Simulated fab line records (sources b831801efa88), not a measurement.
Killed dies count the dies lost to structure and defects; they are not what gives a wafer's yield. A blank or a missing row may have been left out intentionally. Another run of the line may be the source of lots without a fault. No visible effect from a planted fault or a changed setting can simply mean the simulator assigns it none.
One fault through the eyes of 2 desks :: flow gf180mcu :: each desk has only its own numbers; what lay behind them comes last

## THE METROLOGY DESK
What the gauges read for every lot (on any tool): the sampled wafers with a number, averaged. The brackets show how far a lot's mean lies from the usual mean; more than 4 standard deviations puts the lot out of limits, marked OUT.
Columns: A = SALICIDE_TIN_RS at GF_SALICIDE_RS_MEAS_04, usual 16.4 ohm/sq; B = cdNm at GF_M2_CD_MEAS_14, usual 280.0 nm; C = V3_CVD_02_THK at GF_V3_THK_MEAS_03, usual 854 nm
lot: L115
first seen here: day 15 10:11
A: 16.0
B: 280.5
C: 853

lot: L116
first seen here: day 15 11:25
A: 16.2
B: 281.6
C: 860

lot: L117
first seen here: day 16 02:39
A: 16.6
B: 279.8
C: 865

lot: L118
first seen here: day 16 11:51
A: 16.2
B: 280.8
C: 844

lot: L119
first seen here: day 16 18:18
A: 16.6
B: 277.9
C: 861

lot: L122
first seen here: day 17 17:26
A: 16.1
B: 279.9
C: 855

lot: L123
first seen here: day 18 01:20
A: 16.3
B: 280.9
C: 862

lot: L125
first seen here: day 18 14:53
A: 16.0
B: 280.2
C: 848

lot: L126
first seen here: day 19 05:30
A: 16.6
B: 280.0
C: 864

lot: L128
first seen here: day 20 01:14
A: 16.8
B: 280.4
C: 851

lot: L130
first seen here: day 20 10:04
A: 16.3
B: 280.4
C: 859

lot: L131
first seen here: day 20 22:54
A: 11.8 (-12) OUT
B: 281.5
C: 845

lot: L134
first seen here: day 21 20:36
A: 16.1
B: 278.9
C: 853
This desk reports L131 out of limits; the earliest was L131 at day 20 22:54 (SALICIDE_TIN_RS at GF_SALICIDE_RS_MEAS_04). Within limits: L115, L116, L117, L118, L119, L122, L123, L125, L126, L128, L130, L134.

## FOR THE TOOL OWNER'S DESK: pvdSputter-02
The tool's own readings at GF_SALICIDE_SPUTTER_02 (material Co, target thk 10 nm, time 20 s): means of the sampled wafers that have a number, for each lot that ran on this tool. The brackets show how far a lot's mean lies from the usual mean; more than 4 standard deviations puts the lot out of limits, marked OUT.
Columns: A = cathodeDcPowerW at GF_SALICIDE_SPUTTER_02, usual 1000.0 W; B = throttleValvePct at GF_SALICIDE_SPUTTER_02, usual 30.3 %
lot: L117
first seen here: day 16 02:33
A: 999.9
B: 30.8

lot: L126
first seen here: day 19 05:26
A: 999.9
B: 30.6

lot: L128
first seen here: day 20 01:11
A: 1000.2
B: 31.0

lot: L131
first seen here: day 20 22:51
A: 1000.2
B: 31.1
This desk found nothing out of limits on any of the 4 lots.

## ALL TOGETHER
Metrology desk: alarm possible at day 20 22:54 on L131.
Nothing out of limits was seen by the tool owner's desk.
The tool owner's desk has L131 on record, within its limits.
The lots listed all ran GF_SALICIDE_SPUTTER_02 on pvdSputter-02.

## WHAT THE SIMULATOR HAD PUT IN
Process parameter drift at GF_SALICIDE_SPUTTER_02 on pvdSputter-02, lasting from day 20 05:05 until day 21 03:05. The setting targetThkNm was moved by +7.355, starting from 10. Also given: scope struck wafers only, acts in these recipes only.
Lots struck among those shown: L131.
Delay in hours, fault start to first out-of-limits reading, per desk: metrology desk 18.
